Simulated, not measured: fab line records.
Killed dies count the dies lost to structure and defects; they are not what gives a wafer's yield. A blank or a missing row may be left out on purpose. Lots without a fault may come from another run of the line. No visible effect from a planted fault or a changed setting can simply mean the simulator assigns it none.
Which of the tools did it? || flow gf180mcu || 30 wafers from 10 lots sampled at 3 of the route's 602 steps

## WHAT THE GAUGES SHOWED, per wafer
GF_VT_IMPLANT_TW_MEAS_21.
{"lot": "L677", "measured": "day 6 16:46", "on": "film_metro-02", "VT_IMPLANT_2_TW": "1213 1226 1221"}
{"lot": "L678", "measured": "day 6 17:22", "on": "film_metro-03", "VT_IMPLANT_2_TW": "1216 1213 1218"}
{"lot": "L679", "measured": "day 7 00:20", "on": "film_metro-02", "VT_IMPLANT_2_TW": "1219 1209 1209"}
{"lot": "L680", "measured": "day 7 07:20", "on": "film_metro-04", "VT_IMPLANT_2_TW": "1231 1245 1234"}
{"lot": "L681", "measured": "day 7 11:30", "on": "film_metro-04", "VT_IMPLANT_2_TW": "1232 1238 1233"}
{"lot": "L687", "measured": "day 8 23:22", "on": "film_metro-04", "VT_IMPLANT_2_TW": "1135 1135 1136"}
{"lot": "L690", "measured": "day 9 21:01", "on": "film_metro-02", "VT_IMPLANT_2_TW": "1109 1110 1114"}
{"lot": "L692", "measured": "day 10 04:22", "on": "film_metro-02", "VT_IMPLANT_2_TW": "1227 1220 1221"}
{"lot": "L695", "measured": "day 10 22:55", "on": "film_metro-03", "VT_IMPLANT_2_TW": "1212 1214 1211"}
{"lot": "L700", "measured": "day 12 08:16", "on": "film_metro-04", "VT_IMPLANT_2_TW": "1244 1236 1238"}

## WHAT TOOL EACH LOT RAN ON (gives the tool, then ch and the chambers of the sampled wafers, and finally the start)
{"lot": "L677", "GF_MVSD_STRIP_10": "plasma_asher-04 ch 0,1, day 4 20:21", "GF_VT_IMPLANT_IMPLANT_19": "implanter-01 ch 0, day 6 16:33"}
{"lot": "L678", "GF_MVSD_STRIP_10": "plasma_asher-03 ch 0,1, day 4 20:24", "GF_VT_IMPLANT_IMPLANT_19": "implanter-04 ch 0, day 6 17:07"}
{"lot": "L679", "GF_MVSD_STRIP_10": "plasma_asher-02 ch 0,1, day 5 03:57", "GF_VT_IMPLANT_IMPLANT_19": "implanter-04 ch 0, day 7 00:05"}
{"lot": "L680", "GF_MVSD_STRIP_10": "plasma_asher-02 ch 0,1, day 5 09:54", "GF_VT_IMPLANT_IMPLANT_19": "implanter-04 ch 0, day 7 07:07"}
{"lot": "L681", "GF_MVSD_STRIP_10": "plasma_asher-02 ch 0,1, day 5 13:23", "GF_VT_IMPLANT_IMPLANT_19": "implanter-04 ch 0, day 7 11:15"}
{"lot": "L687", "GF_MVSD_STRIP_10": "plasma_asher-04 ch 0,1, day 6 22:32", "GF_VT_IMPLANT_IMPLANT_19": "implanter-01 ch 0, day 8 23:08"}
{"lot": "L690", "GF_MVSD_STRIP_10": "plasma_asher-03 ch 0,1, day 7 18:01", "GF_VT_IMPLANT_IMPLANT_19": "implanter-01 ch 0, day 9 20:46"}
{"lot": "L692", "GF_MVSD_STRIP_10": "plasma_asher-04 ch 0,1, day 8 00:43", "GF_VT_IMPLANT_IMPLANT_19": "implanter-04 ch 0, day 10 04:07"}
{"lot": "L695", "GF_MVSD_STRIP_10": "plasma_asher-04 ch 0,1, day 8 17:57", "GF_VT_IMPLANT_IMPLANT_19": "implanter-02 ch 0, day 10 22:40"}
{"lot": "L700", "GF_MVSD_STRIP_10": "plasma_asher-03 ch 0,1, day 9 23:47", "GF_VT_IMPLANT_IMPLANT_19": "implanter-04 ch 0, day 12 08:01"}
- GF_MVSD_STRIP_10: strips in O2/N2.
- GF_VT_IMPLANT_IMPLANT_19

## THE ANSWER, worked out from the rows above alone
Rule: the usual values come from the lots themselves. The widest of any qualifying gaps counts: lots, ordered by their means at a reading, are off when they make up no more than a third of the lots, leave a main group of 4 or more, and stand apart from it by 3 or more times the standard deviation of that group's means. The tables above print the reading to a certain number of digits; a main group whose means all agree to those digits is not used. Also off: a lot with no number at a reading for which 4 or more lots have one. All remaining lots with rows at the step are treated as sound.
Off: L687, L690, seen at GF_VT_IMPLANT_TW_MEAS_21 (VT_IMPLANT_2_TW). The main group has a mean of 1224 with a standard deviation of 10.
A tool fits if, at a process step before that reading, it ran every lot that is off, and no sound lot after the first of them. Those tools and the gauges at GF_VT_IMPLANT_TW_MEAS_21 are tried in the same way. One candidate fits, namely implanter-01 at GF_VT_IMPLANT_IMPLANT_19. Its last sound lot is L677 (day 6 16:33), its first lot that is off L687 (day 8 23:08): a fault that began between those two fits.

## WHAT THE SIMULATOR HAD INSERTED
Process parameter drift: implanter-01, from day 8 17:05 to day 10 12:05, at GF_VT_IMPLANT_IMPLANT_19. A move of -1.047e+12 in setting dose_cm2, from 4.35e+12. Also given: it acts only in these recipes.
Lots struck among those shown: L687, L690. The rule given above showed the same thing.
